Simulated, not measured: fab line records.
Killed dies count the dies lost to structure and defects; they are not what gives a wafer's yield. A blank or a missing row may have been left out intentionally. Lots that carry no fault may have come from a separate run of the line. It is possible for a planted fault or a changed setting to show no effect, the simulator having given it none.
Which of the tools did it? | flow gf180mcu | Sampling: 14 lots, 39 wafers, 5 of 602 route steps

WHAT THE GAUGES READ, wafer by wafer
GF_CONTACT_RS_MEAS_25: uses a four-point probe to measure. Usual: CONTACT_W_RS typically reads 0.384 ohm/sq, with standard deviation 0.0065.
lot  | measured     | on            | CONTACT_W_RS (ohm/sq) | flag
L792 | day 16 19:31 | film metro-02 | 0.371 0.379 0.373     |
L795 | day 17 10:55 | film metro-04 | 0.385 0.382 0.398     |
L797 | day 18 07:25 | film metro-02 | 0.379 0.382 0.385     |
L798 | day 19 04:56 | film metro-02 | 0.384 0.385 0.387     |
L799 | day 19 08:08 | film metro-04 | 0.389 0.383 0.391     |
L800 | day 19 21:12 | film metro-02 | 0.380 0.389 0.385     |
L801 | day 20 03:07 | film metro-02 | 0.395 0.398 0.387     |
L802 | day 20 15:45 | film metro-01 | 0.378 0.386 0.385     |
L808 | day 22 20:32 | film metro-02 | 0.380 0.385           |
L810 | day 23 01:35 | film metro-04 | 0.392 0.394           |
L811 | day 23 08:23 | film metro-01 | 0.386 0.380           |
L812 | day 23 15:19 | film metro-02 | 0.388 0.393 0.388     |
L813 | day 23 21:59 | film metro-04 | 0.389 0.383 0.387     |
L814 | day 24 01:23 | film metro-02 | 0.383 0.382 0.379     |

GF_M1_THK_MEAS_06: measures by xrf. Usual: M1_ALCU_THK typically reads 448 nm, with standard deviation 5.7.
lot  | measured     | on            | M1_ALCU_THK (nm) | flag
L792 | day 16 20:20 | film metro-02 | 454 448 454      |
L795 | day 17 11:43 | film metro-03 | 454 451 449      |
L797 | day 18 08:26 | film metro-02 | 445 440 442      |
L798 | day 19 05:58 | film metro-02 | 445 444 444      |
L799 | day 19 09:07 | film metro-01 | 446 451 451      |
L800 | day 19 22:10 | film metro-03 | 440 439 440      |
L801 | day 20 03:56 | film metro-02 | 451 453 458      |
L802 | day 20 16:34 | film metro-02 | 451 448 456      |
L808 | day 22 21:21 | film metro-03 | 451 450          |
L810 | day 23 02:23 | film metro-02 | 440 444          |
L811 | day 23 09:24 | film metro-02 | 442 448          |
L812 | day 23 16:17 | film metro-01 | 450 451 456      |
L813 | day 23 22:48 | film metro-01 | 451 439 450      |
L814 | day 24 02:27 | film metro-01 | 449 447 449      |

GF_M1_CD_MEAS_14: the cd target is 230 nm. Usual: cd nm at 229.7 nm, with a standard deviation of 1.2.
lot  | measured     | on        | cd nm (nm)        | flag
L792 | day 17 19:01 | cd sem-01 | 231.3 230.2 230.9 |
L795 | day 18 11:28 | cd sem-01 | 228.7 229.4 227.2 |
L797 | day 19 08:43 | cd sem-01 | 229.9 229.1 230.9 |
L798 | day 20 06:26 | cd sem-01 | 231.6 231.2 231.0 |
L799 | day 20 08:20 | cd sem-02 | 230.4 230.6 229.7 |
L800 | day 20 21:19 | cd sem-02 | 229.8 228.6 228.8 |
L801 | day 21 03:28 | cd sem-02 | 229.4 230.1 229.3 |
L802 | day 21 16:16 | cd sem-02 | 228.8 228.2 229.2 |
L808 | day 23 19:49 | cd sem-01 | 229.4 229.5       |
L810 | day 24 00:49 | cd sem-01 | 227.4 228.2       |
L811 | day 24 07:22 | cd sem-02 | 229.9 230.7       |
L812 | day 24 14:41 | cd sem-02 | 230.3 230.4 230.0 |
L813 | day 24 21:13 | cd sem-01 | 227.8 228.5 229.4 |
L814 | day 25 01:16 | cd sem-02 | 231.4 230.8 230.2 |

GF_V1_CD_MEAS_14: the cd target is 260 nm. Usual: cd nm at 260.3 nm, with a standard deviation of 1.1.
lot  | measured     | on        | cd nm (nm)        | flag
L792 | day 18 19:01 | cd sem-02 | 259.5 258.1 259.7 |
L795 | day 19 13:07 | cd sem-02 | 260.9 260.8 261.0 |
L797 | day 20 10:13 | cd sem-01 | 261.8 261.6 262.1 |
L798 | day 21 07:17 | cd sem-02 | 260.9 261.2 260.3 |
L799 | day 21 09:53 | cd sem-01 | 260.0 259.4 260.6 |
L800 | day 21 22:38 | cd sem-02 | 259.4 259.4 259.7 |
L801 | day 22 05:11 | cd sem-01 | 259.8 261.1 260.2 |
L802 | day 22 17:34 | cd sem-02 | 260.5 261.1 259.8 |
L808 | day 24 19:40 | cd sem-02 | 262.1 257.3       |
L810 | day 25 00:57 | cd sem-02 | 261.1 256.2       |
L811 | day 25 06:34 | cd sem-02 | 260.5 256.4       |
L812 | day 25 13:12 | cd sem-01 | 260.6 260.1 260.1 |
L813 | day 25 20:01 | cd sem-02 | 259.7 258.8 259.7 |
L814 | day 25 23:12 | cd sem-02 | 260.3 260.9 260.2 |

WHAT TOOL EACH LOT RAN ON (gives the tool, then ch and the chambers of the sampled wafers, and finally the start)
lot  | GF_V1_SOFTBAKE_10
L792 | litho track-01 ch 0, day 18 07:00
L795 | litho track-04 ch 0, day 19 00:00
L797 | litho track-02 ch 0, day 19 22:00
L798 | litho track-02 ch 0, day 20 19:00
L799 | litho track-01 ch 0, day 20 21:00
L800 | litho track-04 ch 0, day 21 10:00
L801 | litho track-04 ch 0, day 21 17:00
L802 | litho track-02 ch 0, day 22 05:00
L808 | litho track-04 ch 0, day 24 08:00
L810 | litho track-04 ch 0, day 24 13:00
L811 | litho track-04 ch 0, day 24 20:00
L812 | litho track-02 ch 0, day 25 03:00
L813 | litho track-02 ch 0, day 25 08:00
L814 | litho track-02 ch 0, day 25 12:00
- GF_V1_SOFTBAKE_10: time 60 s.

WHAT THE TOOLS THEMSELVES READ (means of the sampled wafers that have a number; where no wafer has one, the mark that the record gives instead)
GF_V1_SOFTBAKE_10. Usual: heater power total W 93.05 W, standard deviation 0.058; run length s 89.18 s, standard deviation 0.18.
lot  | tool           | heater power total W (W) | run length s (s) | flag
L792 | litho track-01 | 93.09                    | 88.87            |
L795 | litho track-04 | 93.01                    | 89.20            |
L797 | litho track-02 | 93.04                    | 89.31            |
L798 | litho track-02 | 93.02                    | 89.22            |
L799 | litho track-01 | 93.08                    | 88.93            |
L800 | litho track-04 | 93.02                    | 89.13            |
L801 | litho track-04 | 93.03                    | 89.21            |
L802 | litho track-02 | 93.04                    | 89.34            |
L808 | litho track-04 | 98.52                    | 80.56            | OFF
L810 | litho track-04 | 98.55                    | 80.48            | OFF
L811 | litho track-04 | 98.55                    | 80.49            | OFF
L812 | litho track-02 | 92.98                    | 89.29            |
L813 | litho track-02 | 93.08                    | 89.33            |
L814 | litho track-02 | 93.08                    | 89.41            |

THE ANSWER, worked out from the rows above alone
Rule: take the mean of a lot's wafers that have a number; if it is more than 3 standard deviations from the usual mean, the lot is off. A lot without any number at a reading at which 4 lots or more have one is off too. The other lots that the step has rows for count as sound. After the gauges, taken in route order, come the tools' own readings; for these a lot's mean is taken, as printed above. At the first step where some lot is off, the reading lying furthest off is the one used; lots without a number count as furthest.
Off, at GF_V1_SOFTBAKE_10 on heater power total W: L808, L810, L811.
A tool fits if, at that step or a process step before it, it ran every lot that is off, and no sound lot after the first of them. One fits: litho track-04 at GF_V1_SOFTBAKE_10. Its last sound lot is L801 (day 21 17:00), its first lot that is off L808 (day 24 08:00): a fault that began between those two fits.
The tool's own readings at GF_V1_SOFTBAKE_10 bear it out: on the lots that are off they differ by more than 5 times the standard deviation of the sound lots' means. heater power total W reads 98.54 W there against 93.04 W on the sound lots; run length s reads 80.51 s there against 89.20 s on the sound lots.

WHAT WAS PUT IN BY THE SIMULATOR
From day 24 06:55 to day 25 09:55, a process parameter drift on litho track-04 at GF_V1_SOFTBAKE_10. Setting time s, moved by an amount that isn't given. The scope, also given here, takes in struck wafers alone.
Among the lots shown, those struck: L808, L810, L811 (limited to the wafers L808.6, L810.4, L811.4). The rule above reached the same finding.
